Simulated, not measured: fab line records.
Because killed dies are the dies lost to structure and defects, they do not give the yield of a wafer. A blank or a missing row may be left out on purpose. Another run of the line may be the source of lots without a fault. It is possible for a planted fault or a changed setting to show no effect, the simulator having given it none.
Which tool is to blame? / flow gf180mcu / 72 wafers from 24 lots sampled at 5 of the route's 602 steps

## WHAT THE GAUGES SHOWED, per wafer
GF_M4_RS_MEAS_05: the measuring method here is four-point-probe. Usual: M4_ALCU_RS gives 0.0694 ohm/sq (standard deviation 0.00068).
lot=L074; measured=day 23 06:42; on=film metro-02; M4_ALCU_RS (ohm/sq)=0.0698 0.0695 0.0697; flag=
lot=L075; measured=day 23 14:40; on=film metro-02; M4_ALCU_RS (ohm/sq)=0.0690 0.0696 0.0696; flag=
lot=L076; measured=day 23 21:07; on=film metro-02; M4_ALCU_RS (ohm/sq)=0.0696 0.0690 0.0699; flag=
lot=L077; measured=day 24 05:57; on=film metro-02; M4_ALCU_RS (ohm/sq)=0.0705 0.0705 0.0698; flag=
lot=L078; measured=day 24 11:54; on=film metro-01; M4_ALCU_RS (ohm/sq)=0.0696 0.0695 0.0700; flag=
lot=L079; measured=day 24 20:59; on=film metro-03; M4_ALCU_RS (ohm/sq)=0.0686 0.0679 0.0681; flag=
lot=L080; measured=day 25 10:44; on=film metro-03; M4_ALCU_RS (ohm/sq)=0.0692 0.0689 0.0691; flag=
lot=L081; measured=day 25 16:39; on=film metro-02; M4_ALCU_RS (ohm/sq)=0.0701 0.0696 0.0699; flag=
lot=L082; measured=day 26 01:00; on=film metro-03; M4_ALCU_RS (ohm/sq)=0.0692 0.0687 0.0685; flag=
lot=L083; measured=day 26 07:44; on=film metro-03; M4_ALCU_RS (ohm/sq)=0.0684 0.0692 0.0688; flag=
lot=L084; measured=day 26 15:50; on=film metro-02; M4_ALCU_RS (ohm/sq)=0.0688 0.0688 0.0689; flag=
lot=L085; measured=day 26 17:55; on=film metro-03; M4_ALCU_RS (ohm/sq)=0.0713 0.0702 0.0710; flag=
lot=L086; measured=day 27 06:22; on=film metro-03; M4_ALCU_RS (ohm/sq)=0.0688 0.0690 0.0688; flag=
lot=L087; measured=day 27 13:28; on=film metro-02; M4_ALCU_RS (ohm/sq)=0.0695 0.0694 0.0689; flag=
lot=L088; measured=day 27 20:40; on=film metro-03; M4_ALCU_RS (ohm/sq)=0.0695 0.0695 0.0695; flag=
lot=L089; measured=day 28 02:29; on=film metro-02; M4_ALCU_RS (ohm/sq)=0.0690 0.0687 0.0690; flag=
lot=L090; measured=day 28 09:07; on=film metro-02; M4_ALCU_RS (ohm/sq)=0.0695 0.0702 0.0698; flag=
lot=L091; measured=day 28 15:27; on=film metro-03; M4_ALCU_RS (ohm/sq)=0.0705 0.0703 0.0708; flag=
lot=L092; measured=day 29 00:45; on=film metro-03; M4_ALCU_RS (ohm/sq)=0.0691 0.0694 0.0702; flag=
lot=L093; measured=day 29 04:32; on=film metro-03; M4_ALCU_RS (ohm/sq)=0.0689 0.0688 0.0687; flag=
lot=L094; measured=day 29 16:37; on=film metro-03; M4_ALCU_RS (ohm/sq)=0.0695 0.0695 0.0703; flag=
lot=L095; measured=day 29 20:35; on=film metro-03; M4_ALCU_RS (ohm/sq)=0.0688 0.0691 0.0685; flag=
lot=L096; measured=day 30 02:35; on=film metro-02; M4_ALCU_RS (ohm/sq)=0.0696 0.0697 0.0695; flag=
lot=L097; measured=day 30 06:44; on=film metro-03; M4_ALCU_RS (ohm/sq)=0.0697 0.0706 0.0700; flag=

## TOOL THAT RAN EACH LOT (tool first, then ch and the chambers of the sampled wafers, then the start)
lot=L074; GF_V1_CVD_02=pecvd-04 ch 0,1,2, day 17 21:40; GF_M2_SPUTTER_01=pvd sputter-03, day 18 23:56; GF_V2_CMP_04=cmp-02 ch 0,1,2, day 20 02:19; GF_V3_STRIP_18=plasma asher-04 ch 0,1, day 23 05:15
lot=L075; GF_V1_CVD_02=pecvd-04 ch 0,1, day 18 04:22; GF_M2_SPUTTER_01=pvd sputter-03, day 19 07:20; GF_V2_CMP_04=cmp-02 ch 0,1,2, day 20 09:19; GF_V3_STRIP_18=plasma asher-04 ch 0,1, day 23 13:13
lot=L076; GF_V1_CVD_02=pecvd-04 ch 0,1,2, day 18 12:56; GF_M2_SPUTTER_01=pvd sputter-03, day 19 15:52; GF_V2_CMP_04=cmp-02 ch 0,2,3, day 20 17:14; GF_V3_STRIP_18=plasma asher-03 ch 0,1, day 23 19:40
lot=L077; GF_V1_CVD_02=pecvd-03 ch 0,2, day 18 20:57; GF_M2_SPUTTER_01=pvd sputter-02, day 19 23:51; GF_V2_CMP_04=cmp-02 ch 0,3, day 21 01:29; GF_V3_STRIP_18=plasma asher-04 ch 0,1, day 24 04:17
lot=L078; GF_V1_CVD_02=pecvd-01 ch 1,2, day 19 03:19; GF_M2_SPUTTER_01=pvd sputter-01, day 20 06:22; GF_V2_CMP_04=cmp-01 ch 0,1,3, day 21 07:59; GF_V3_STRIP_18=plasma asher-04 ch 0,1, day 24 10:26
lot=L079; GF_V1_CVD_02=pecvd-03 ch 0,2, day 19 13:46; GF_M2_SPUTTER_01=pvd sputter-02, day 20 16:51; GF_V2_CMP_04=cmp-02 ch 0,1, day 21 17:41; GF_V3_STRIP_18=plasma asher-04 ch 0,1, day 24 19:29
lot=L080; GF_V1_CVD_02=pecvd-03 ch 0,1,2, day 20 04:37; GF_M2_SPUTTER_01=pvd sputter-02, day 21 07:17; GF_V2_CMP_04=cmp-01 ch 0,1,2, day 22 08:19; GF_V3_STRIP_18=plasma asher-02 ch 0,1, day 25 09:10
lot=L081; GF_V1_CVD_02=pecvd-01 ch 0,1,2, day 20 13:01; GF_M2_SPUTTER_01=pvd sputter-01, day 21 15:36; GF_V2_CMP_04=cmp-01 ch 0,2,3, day 22 16:48; GF_V3_STRIP_18=plasma asher-02 ch 0,1, day 25 15:12
lot=L082; GF_V1_CVD_02=pecvd-03 ch 1,2, day 20 21:04; GF_M2_SPUTTER_01=pvd sputter-01, day 21 23:21; GF_V2_CMP_04=cmp-01 ch 0,2,3, day 23 00:38; GF_V3_STRIP_18=plasma asher-03 ch 0,1, day 25 23:32
lot=L083; GF_V1_CVD_02=pecvd-03 ch 0,1,2, day 21 05:40; GF_M2_SPUTTER_01=pvd sputter-02, day 22 07:56; GF_V2_CMP_04=cmp-02 ch 0,1,2, day 23 08:38; GF_V3_STRIP_18=plasma asher-03 ch 0,1, day 26 06:15
lot=L084; GF_V1_CVD_02=pecvd-04 ch 1,2, day 21 13:21; GF_M2_SPUTTER_01=pvd sputter-02, day 22 15:26; GF_V2_CMP_04=cmp-02 ch 0,1,3, day 23 15:38; GF_V3_STRIP_18=plasma asher-02 ch 0,1, day 26 14:22
lot=L085; GF_V1_CVD_02=pecvd-03 ch 0,1, day 21 15:58; GF_M2_SPUTTER_01=pvd sputter-02, day 22 18:02; GF_V2_CMP_04=cmp-02 ch 0,1,3, day 23 19:08; GF_V3_STRIP_18=plasma asher-02 ch 0,1, day 26 16:28
lot=L086; GF_V1_CVD_02=pecvd-04 ch 0,2, day 22 06:48; GF_M2_SPUTTER_01=pvd sputter-02, day 23 08:51; GF_V2_CMP_04=cmp-02 ch 0,1, day 24 08:54; GF_V3_STRIP_18=plasma asher-03 ch 0,1, day 27 04:54
lot=L087; GF_V1_CVD_02=pecvd-04 ch 0,1,2, day 22 13:49; GF_M2_SPUTTER_01=pvd sputter-02, day 23 14:44; GF_V2_CMP_04=cmp-02 ch 1,2,3, day 24 14:38; GF_V3_STRIP_18=plasma asher-02 ch 0,1, day 27 12:01
lot=L088; GF_V1_CVD_02=pecvd-01 ch 0,1, day 23 00:46; GF_M2_SPUTTER_01=pvd sputter-01, day 24 01:53; GF_V2_CMP_04=cmp-02 ch 1,2, day 25 01:18; GF_V3_STRIP_18=plasma asher-04 ch 0,1, day 27 19:13
lot=L089; GF_V1_CVD_02=pecvd-03 ch 0,1, day 23 05:34; GF_M2_SPUTTER_01=pvd sputter-02, day 24 06:34; GF_V2_CMP_04=cmp-01 ch 0,2,3, day 25 06:50; GF_V3_STRIP_18=plasma asher-02 ch 1, day 28 01:01
lot=L090; GF_V1_CVD_02=pecvd-01 ch 0,1, day 23 12:34; GF_M2_SPUTTER_01=pvd sputter-01, day 24 13:47; GF_V2_CMP_04=cmp-02 ch 0,2,3, day 25 12:43; GF_V3_STRIP_18=plasma asher-03 ch 0,1, day 28 07:40
lot=L091; GF_V1_CVD_02=pecvd-01 ch 0,1,2, day 23 20:44; GF_M2_SPUTTER_01=pvd sputter-02, day 24 21:09; GF_V2_CMP_04=cmp-02 ch 1,2,3, day 25 20:55; GF_V3_STRIP_18=plasma asher-04 ch 0,1, day 28 13:55
lot=L092; GF_V1_CVD_02=pecvd-04 ch 1,2, day 24 05:46; GF_M2_SPUTTER_01=pvd sputter-03, day 25 05:52; GF_V2_CMP_04=cmp-01 ch 0,1,3, day 26 05:05; GF_V3_STRIP_18=plasma asher-02 ch 0,1, day 28 23:16
lot=L093; GF_V1_CVD_02=pecvd-04 ch 0,1,2, day 24 12:00; GF_M2_SPUTTER_01=pvd sputter-02, day 25 11:50; GF_V2_CMP_04=cmp-01 ch 1,2,3, day 26 10:20; GF_V3_STRIP_18=plasma asher-03 ch 0,1, day 29 02:57
lot=L094; GF_V1_CVD_02=pecvd-01 ch 0,2, day 25 01:49; GF_M2_SPUTTER_01=pvd sputter-03, day 26 01:59; GF_V2_CMP_04=cmp-01 ch 0,1,2, day 27 00:23; GF_V3_STRIP_18=plasma asher-04 ch 0,1, day 29 15:10
lot=L095; GF_V1_CVD_02=pecvd-04 ch 1,2, day 25 04:43; GF_M2_SPUTTER_01=pvd sputter-02, day 26 04:14; GF_V2_CMP_04=cmp-02 ch 0,1, day 27 03:09; GF_V3_STRIP_18=plasma asher-04 ch 0,1, day 29 19:04
lot=L096; GF_V1_CVD_02=pecvd-01 ch 0,1,2, day 25 12:10; GF_M2_SPUTTER_01=pvd sputter-03, day 26 12:08; GF_V2_CMP_04=cmp-01 ch 0,1,2, day 27 09:29; GF_V3_STRIP_18=plasma asher-04 ch 0, day 30 01:07
lot=L097; GF_V1_CVD_02=pecvd-03 ch 0,1, day 25 17:02; GF_M2_SPUTTER_01=pvd sputter-01, day 26 16:20; GF_V2_CMP_04=cmp-01 ch 1,3, day 27 14:44; GF_V3_STRIP_18=plasma asher-03 ch 0,1, day 30 05:16
- GF_V1_CVD_02: deposits SiO2 from TEOS, target thk 850 nm, time 94.851 s.
- GF_M2_SPUTTER_01: material TiN, target thk 30 nm, time 25 s.
- GF_V2_CMP_04: polishes SiO2.
- GF_V3_STRIP_18: strips in O2/N2.

## WHAT THE TOOLS THEMSELVES READ (means of the sampled wafers that have a number; where no wafer has one, the mark that the record gives instead)
GF_V1_CVD_02. Usual: heater power w 635 W, standard deviation 63.
lot=L074; tool=pecvd-04; heater power w (W)=601; flag=
lot=L075; tool=pecvd-04; heater power w (W)=638; flag=
lot=L076; tool=pecvd-04; heater power w (W)=587; flag=
lot=L077; tool=pecvd-03; heater power w (W)=647; flag=
lot=L078; tool=pecvd-01; heater power w (W)=649; flag=
lot=L079; tool=pecvd-03; heater power w (W)=608; flag=
lot=L080; tool=pecvd-03; heater power w (W)=637; flag=
lot=L081; tool=pecvd-01; heater power w (W)=720; flag=
lot=L082; tool=pecvd-03; heater power w (W)=690; flag=
lot=L083; tool=pecvd-03; heater power w (W)=654; flag=
lot=L084; tool=pecvd-04; heater power w (W)=623; flag=
lot=L085; tool=pecvd-03; heater power w (W)=605; flag=
lot=L086; tool=pecvd-04; heater power w (W)=637; flag=
lot=L087; tool=pecvd-04; heater power w (W)=614; flag=
lot=L088; tool=pecvd-01; heater power w (W)=725; flag=
lot=L089; tool=pecvd-03; heater power w (W)=672; flag=
lot=L090; tool=pecvd-01; heater power w (W)=678; flag=
lot=L091; tool=pecvd-01; heater power w (W)=699; flag=
lot=L092; tool=pecvd-04; heater power w (W)=605; flag=
lot=L093; tool=pecvd-04; heater power w (W)=581; flag=
lot=L094; tool=pecvd-01; heater power w (W)=696; flag=
lot=L095; tool=pecvd-04; heater power w (W)=597; flag=
lot=L096; tool=pecvd-01; heater power w (W)=633; flag=
lot=L097; tool=pecvd-03; heater power w (W)=639; flag=

GF_M2_SPUTTER_01. Usual: throttle valve pct 29.9 %, standard deviation 1.1.
lot=L074; tool=pvd sputter-03; throttle valve pct (%)=29.2; flag=
lot=L075; tool=pvd sputter-03; throttle valve pct (%)=28.9; flag=
lot=L076; tool=pvd sputter-03; throttle valve pct (%)=29.0; flag=
lot=L077; tool=pvd sputter-02; throttle valve pct (%)=30.3; flag=
lot=L078; tool=pvd sputter-01; throttle valve pct (%)=30.1; flag=
lot=L079; tool=pvd sputter-02; throttle valve pct (%)=29.4; flag=
lot=L080; tool=pvd sputter-02; throttle valve pct (%)=30.5; flag=
lot=L081; tool=pvd sputter-01; throttle valve pct (%)=30.0; flag=
lot=L082; tool=pvd sputter-01; throttle valve pct (%)=30.0; flag=
lot=L083; tool=pvd sputter-02; throttle valve pct (%)=30.5; flag=
lot=L084; tool=pvd sputter-02; throttle valve pct (%)=30.5; flag=
lot=L085; tool=pvd sputter-02; throttle valve pct (%)=29.9; flag=
lot=L086; tool=pvd sputter-02; throttle valve pct (%)=30.1; flag=
lot=L087; tool=pvd sputter-02; throttle valve pct (%)=29.5; flag=
lot=L088; tool=pvd sputter-01; throttle valve pct (%)=30.2; flag=
lot=L089; tool=pvd sputter-02; throttle valve pct (%)=29.7; flag=
lot=L090; tool=pvd sputter-01; throttle valve pct (%)=30.2; flag=
lot=L091; tool=pvd sputter-02; throttle valve pct (%)=30.4; flag=
lot=L092; tool=pvd sputter-03; throttle valve pct (%)=29.8; flag=
lot=L093; tool=pvd sputter-02; throttle valve pct (%)=30.3; flag=
lot=L094; tool=pvd sputter-03; throttle valve pct (%)=30.0; flag=
lot=L095; tool=pvd sputter-02; throttle valve pct (%)=31.4; flag=
lot=L096; tool=pvd sputter-03; throttle valve pct (%)=30.0; flag=
lot=L097; tool=pvd sputter-01; throttle valve pct (%)=30.1; flag=

GF_V2_CMP_04. Usual: motor current A 12.2 A, standard deviation 0.96; time to endpoint s 80 s, standard deviation 4.7.
lot=L074; tool=cmp-02; motor current A (A)=11.6; time to endpoint s (s)=72; flag=
lot=L075; tool=cmp-02; motor current A (A)=11.9; time to endpoint s (s)=78; flag=
lot=L076; tool=cmp-02; motor current A (A)=11.9; time to endpoint s (s)=79; flag=
lot=L077; tool=cmp-02; motor current A (A)=12.4; time to endpoint s (s)=82; flag=
lot=L078; tool=cmp-01; motor current A (A)=13.3; time to endpoint s (s)=76; flag=
lot=L079; tool=cmp-02; motor current A (A)=11.3; time to endpoint s (s)=77; flag=
lot=L080; tool=cmp-01; motor current A (A)=12.0; time to endpoint s (s)=81; flag=
lot=L081; tool=cmp-01; motor current A (A)=12.4; time to endpoint s (s)=73; flag=
lot=L082; tool=cmp-01; motor current A (A)=12.9; time to endpoint s (s)=85; flag=
lot=L083; tool=cmp-02; motor current A (A)=11.9; time to endpoint s (s)=80; flag=
lot=L084; tool=cmp-02; motor current A (A)=11.6; time to endpoint s (s)=84; flag=
lot=L085; tool=cmp-02; motor current A (A)=11.8; time to endpoint s (s)=82; flag=
lot=L086; tool=cmp-02; motor current A (A)=11.1; time to endpoint s (s)=85; flag=
lot=L087; tool=cmp-02; motor current A (A)=12.5; time to endpoint s (s)=79; flag=
lot=L088; tool=cmp-02; motor current A (A)=11.9; time to endpoint s (s)=79; flag=
lot=L089; tool=cmp-01; motor current A (A)=12.3; time to endpoint s (s)=77; flag=
lot=L090; tool=cmp-02; motor current A (A)=12.7; time to endpoint s (s)=88; flag=
lot=L091; tool=cmp-02; motor current A (A)=12.8; time to endpoint s (s)=79; flag=
lot=L092; tool=cmp-01; motor current A (A)=12.7; time to endpoint s (s)=84; flag=
lot=L093; tool=cmp-01; motor current A (A)=12.6; time to endpoint s (s)=79; flag=
lot=L094; tool=cmp-01; motor current A (A)=12.2; time to endpoint s (s)=83; flag=
lot=L095; tool=cmp-02; motor current A (A)=11.0; time to endpoint s (s)=74; flag=
lot=L096; tool=cmp-01; motor current A (A)=11.9; time to endpoint s (s)=81; flag=
lot=L097; tool=cmp-01; motor current A (A)=12.7; time to endpoint s (s)=82; flag=

GF_V3_STRIP_18. Usual: chamber pressure mTorr 1500.0 mTorr, standard deviation 1.4; drypump motor current A 5.62 A, standard deviation 0.27; heater power w 324 W, standard deviation 29; oes product au 0.592 a.u., standard deviation 0.0047; platen temp c 250.00 C, standard deviation 0.18.
lot=L074; tool=plasma asher-04; chamber pressure mTorr (mTorr)=1501.3; drypump motor current A (A)=5.58; heater power w (W)=311; oes product au (a.u.)=0.589; platen temp c (C)=250.26; flag=
lot=L075; tool=plasma asher-04; chamber pressure mTorr (mTorr)=1500.9; drypump motor current A (A)=5.55; heater power w (W)=325; oes product au (a.u.)=0.592; platen temp c (C)=250.09; flag=
lot=L076; tool=plasma asher-03; chamber pressure mTorr (mTorr)=1499.1; drypump motor current A (A)=5.59; heater power w (W)=294; oes product au (a.u.)=0.595; platen temp c (C)=250.04; flag=
lot=L077; tool=plasma asher-04; chamber pressure mTorr (mTorr)=1500.3; drypump motor current A (A)=5.57; heater power w (W)=310; oes product au (a.u.)=0.596; platen temp c (C)=250.05; flag=
lot=L078; tool=plasma asher-04; chamber pressure mTorr (mTorr)=1499.9; drypump motor current A (A)=5.53; heater power w (W)=317; oes product au (a.u.)=0.590; platen temp c (C)=250.10; flag=
lot=L079; tool=plasma asher-04; chamber pressure mTorr (mTorr)=1501.4; drypump motor current A (A)=5.53; heater power w (W)=326; oes product au (a.u.)=0.589; platen temp c (C)=250.19; flag=
lot=L080; tool=plasma asher-02; chamber pressure mTorr (mTorr)=1499.2; drypump motor current A (A)=5.88; heater power w (W)=359; oes product au (a.u.)=0.593; platen temp c (C)=249.99; flag=
lot=L081; tool=plasma asher-02; chamber pressure mTorr (mTorr)=1500.1; drypump motor current A (A)=5.55; heater power w (W)=347; oes product au (a.u.)=0.593; platen temp c (C)=249.76; flag=
lot=L082; tool=plasma asher-03; chamber pressure mTorr (mTorr)=1500.1; drypump motor current A (A)=5.67; heater power w (W)=315; oes product au (a.u.)=0.592; platen temp c (C)=249.94; flag=
lot=L083; tool=plasma asher-03; chamber pressure mTorr (mTorr)=1499.9; drypump motor current A (A)=5.57; heater power w (W)=295; oes product au (a.u.)=0.591; platen temp c (C)=250.24; flag=
lot=L084; tool=plasma asher-02; chamber pressure mTorr (mTorr)=1499.0; drypump motor current A (A)=5.56; heater power w (W)=344; oes product au (a.u.)=0.595; platen temp c (C)=250.00; flag=
lot=L085; tool=plasma asher-02; chamber pressure mTorr (mTorr)=1500.0; drypump motor current A (A)=5.56; heater power w (W)=351; oes product au (a.u.)=0.590; platen temp c (C)=250.06; flag=
lot=L086; tool=plasma asher-03; chamber pressure mTorr (mTorr)=1500.0; drypump motor current A (A)=5.57; heater power w (W)=293; oes product au (a.u.)=0.590; platen temp c (C)=249.88; flag=
lot=L087; tool=plasma asher-02; chamber pressure mTorr (mTorr)=1499.5; drypump motor current A (A)=5.57; heater power w (W)=349; oes product au (a.u.)=0.595; platen temp c (C)=249.95; flag=
lot=L088; tool=plasma asher-04; chamber pressure mTorr (mTorr)=1499.2; drypump motor current A (A)=5.53; heater power w (W)=323; oes product au (a.u.)=0.592; platen temp c (C)=250.03; flag=
lot=L089; tool=plasma asher-02; chamber pressure mTorr (mTorr)=1497.9; drypump motor current A (A)=6.18; heater power w (W)=372; oes product au (a.u.)=0.589; platen temp c (C)=249.89; flag=
lot=L090; tool=plasma asher-03; chamber pressure mTorr (mTorr)=1499.6; drypump motor current A (A)=5.63; heater power w (W)=314; oes product au (a.u.)=0.594; platen temp c (C)=249.92; flag=
lot=L091; tool=plasma asher-04; chamber pressure mTorr (mTorr)=1500.6; drypump motor current A (A)=5.58; heater power w (W)=313; oes product au (a.u.)=0.594; platen temp c (C)=249.79; flag=
lot=L092; tool=plasma asher-02; chamber pressure mTorr (mTorr)=1501.1; drypump motor current A (A)=5.87; heater power w (W)=366; oes product au (a.u.)=0.595; platen temp c (C)=249.84; flag=
lot=L093; tool=plasma asher-03; chamber pressure mTorr (mTorr)=1500.7; drypump motor current A (A)=5.64; heater power w (W)=312; oes product au (a.u.)=0.595; platen temp c (C)=250.11; flag=
lot=L094; tool=plasma asher-04; chamber pressure mTorr (mTorr)=1499.4; drypump motor current A (A)=5.56; heater power w (W)=325; oes product au (a.u.)=0.596; platen temp c (C)=249.89; flag=
lot=L095; tool=plasma asher-04; chamber pressure mTorr (mTorr)=1501.1; drypump motor current A (A)=5.55; heater power w (W)=322; oes product au (a.u.)=0.592; platen temp c (C)=249.94; flag=
lot=L096; tool=plasma asher-04; chamber pressure mTorr (mTorr)=1500.4; drypump motor current A (A)=5.61; heater power w (W)=304; oes product au (a.u.)=0.593; platen temp c (C)=250.10; flag=
lot=L097; tool=plasma asher-03; chamber pressure mTorr (mTorr)=1499.8; drypump motor current A (A)=5.58; heater power w (W)=295; oes product au (a.u.)=0.590; platen temp c (C)=250.04; flag=

## THE ANSWER, worked out from the rows above alone
Rule: lot off if the mean of its wafers having a number is beyond 3 standard deviations from the usual mean. A lot without any number at a reading at which 4 lots or more have one is off too. Where the step has rows for the other lots, those lots are counted as sound. The gauges are gone through in route order, then the tools' own readings, and for those a lot's mean is taken as printed above. At the first step where some lot is off, the reading lying furthest off is the one used; lots without a number count as furthest.
No lot is off at any reading shown: from this, nothing can be told.

## WHAT THE SIMULATOR HAD PUT IN
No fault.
